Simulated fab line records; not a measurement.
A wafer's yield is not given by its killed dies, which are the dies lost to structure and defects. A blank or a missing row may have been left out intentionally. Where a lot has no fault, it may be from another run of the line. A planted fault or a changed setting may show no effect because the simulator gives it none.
Shared-tool check || flow gf180mcu || Sampled: 13 lots, 39 wafers

## WHAT PROMPTED THE OPENING
At GF_V1_CD_MEAS_14 the reading cd_nm is flagged on 2 of 13 lots. Wafers without a fault read 259.7 nm, standard deviation 1.3.
Rule: a lot is flagged in two cases, either no wafer of it has a number, or all its wafers with numbers fall more than 4 standard deviations from that mean. The other lots count as sound.

{"lot": "L888", "measured": "day 18 03:37", "on": "cd_sem-01", "cd_nm (nm), wafer by wafer": "259.0 259.7 258.1", "flag": ""}
{"lot": "L891", "measured": "day 19 06:58", "on": "cd_sem-02", "cd_nm (nm), wafer by wafer": "260.4 259.8 260.5", "flag": ""}
{"lot": "L892", "measured": "day 19 14:32", "on": "cd_sem-02", "cd_nm (nm), wafer by wafer": "258.3 258.3 257.2", "flag": ""}
{"lot": "L893", "measured": "day 20 06:40", "on": "cd_sem-01", "cd_nm (nm), wafer by wafer": "259.1 258.9 259.2", "flag": ""}
{"lot": "L894", "measured": "day 20 10:16", "on": "cd_sem-02", "cd_nm (nm), wafer by wafer": "261.4 260.3 259.6", "flag": ""}
{"lot": "L895", "measured": "day 21 00:53", "on": "cd_sem-01", "cd_nm (nm), wafer by wafer": "259.5 258.8 259.3", "flag": ""}
{"lot": "L896", "measured": "day 21 07:54", "on": "cd_sem-02", "cd_nm (nm), wafer by wafer": "257.2 256.9 258.0", "flag": ""}
{"lot": "L902", "measured": "day 23 13:47", "on": "cd_sem-01", "cd_nm (nm), wafer by wafer": "251.5 249.4 250.3", "flag": "FLAGGED"}
{"lot": "L903", "measured": "day 23 15:13", "on": "cd_sem-02", "cd_nm (nm), wafer by wafer": "247.6 247.9 248.5", "flag": "FLAGGED"}
{"lot": "L904", "measured": "day 23 20:35", "on": "cd_sem-02", "cd_nm (nm), wafer by wafer": "259.5 258.2 259.4", "flag": ""}
{"lot": "L905", "measured": "day 24 14:53", "on": "cd_sem-02", "cd_nm (nm), wafer by wafer": "259.5 259.8 260.8", "flag": ""}
{"lot": "L909", "measured": "day 26 07:21", "on": "cd_sem-02", "cd_nm (nm), wafer by wafer": "257.9 258.5 257.9", "flag": ""}
{"lot": "L910", "measured": "day 26 07:42", "on": "cd_sem-02", "cd_nm (nm), wafer by wafer": "259.4 259.1 259.9", "flag": ""}
On average the flagged lots' numbers are 249.2 nm, which is -10.5 nm against the usual, or -8 standard deviations.

## TOOL THAT RAN EACH LOT
The record holds 1 process step before the reading, out of a route of 602 steps. Each cell gives the tool, then ch followed by the chambers the sampled wafers passed through, then the start.
{"lot": "L888", "flag": "", "GF_V1_SOFTBAKE_10": "litho_track-03 ch 0, day 17 15:00"}
{"lot": "L891", "flag": "", "GF_V1_SOFTBAKE_10": "litho_track-03 ch 0, day 18 18:00"}
{"lot": "L892", "flag": "", "GF_V1_SOFTBAKE_10": "litho_track-01 ch 0, day 19 02:00"}
{"lot": "L893", "flag": "", "GF_V1_SOFTBAKE_10": "litho_track-03 ch 0, day 19 17:00"}
{"lot": "L894", "flag": "", "GF_V1_SOFTBAKE_10": "litho_track-02 ch 0, day 19 23:00"}
{"lot": "L895", "flag": "", "GF_V1_SOFTBAKE_10": "litho_track-01 ch 0, day 20 12:00"}
{"lot": "L896", "flag": "", "GF_V1_SOFTBAKE_10": "litho_track-03 ch 0, day 20 19:00"}
{"lot": "L902", "flag": "FLAGGED", "GF_V1_SOFTBAKE_10": "litho_track-03 ch 0, day 23 02:00"}
{"lot": "L903", "flag": "FLAGGED", "GF_V1_SOFTBAKE_10": "litho_track-03 ch 0, day 23 04:00"}
{"lot": "L904", "flag": "", "GF_V1_SOFTBAKE_10": "litho_track-02 ch 0, day 23 09:00"}
{"lot": "L905", "flag": "", "GF_V1_SOFTBAKE_10": "litho_track-02 ch 0, day 24 03:00"}
{"lot": "L909", "flag": "", "GF_V1_SOFTBAKE_10": "litho_track-03 ch 0, day 25 20:00"}
{"lot": "L910", "flag": "", "GF_V1_SOFTBAKE_10": "litho_track-01 ch 0, day 25 20:00"}
These steps, and what they do:
- GF_V1_SOFTBAKE_10: time 60 s.
- GF_V1_CD_MEAS_14: target cd 260 nm.

## FLAGGED OVER TOTAL, TOOL BY TOOL (the gauges that took the reading come last)
{"step": "GF_V1_SOFTBAKE_10", "tool": "litho_track-01", "lots run": 3, "flagged": 0, "share of the flagged lots": "none", "sound lots run after its first flagged lot": "-"}
{"step": "GF_V1_SOFTBAKE_10", "tool": "litho_track-02", "lots run": 3, "flagged": 0, "share of the flagged lots": "none", "sound lots run after its first flagged lot": "-"}
{"step": "GF_V1_SOFTBAKE_10", "tool": "litho_track-03", "lots run": 7, "flagged": 2, "share of the flagged lots": "all", "sound lots run after its first flagged lot": "1 (L909)"}
{"step": "GF_V1_CD_MEAS_14", "tool": "cd_sem-01", "lots run": 4, "flagged": 1, "share of the flagged lots": "some", "sound lots run after its first flagged lot": 0}
{"step": "GF_V1_CD_MEAS_14", "tool": "cd_sem-02", "lots run": 9, "flagged": 1, "share of the flagged lots": "some", "sound lots run after its first flagged lot": "4 (L904,L905,L909,L910)"}

## WHAT IS ALLOWED BY THE TABLE
1 row of the table ran every flagged lot: litho_track-03 at GF_V1_SOFTBAKE_10.
- litho_track-03 at GF_V1_SOFTBAKE_10 ran 7 lots, 2 of them flagged. After the first flagged lot (L909), sound lots still ran on it; a lasting fault on the whole tool would not permit that. Its own readings (heater_power_total_W, plate_temp_C) fall more than 4 standard deviations out on all wafers of the flagged lots.
No row of the table ran every flagged lot and no sound lot after the first.

## WHAT THE SIMULATOR PUT IN
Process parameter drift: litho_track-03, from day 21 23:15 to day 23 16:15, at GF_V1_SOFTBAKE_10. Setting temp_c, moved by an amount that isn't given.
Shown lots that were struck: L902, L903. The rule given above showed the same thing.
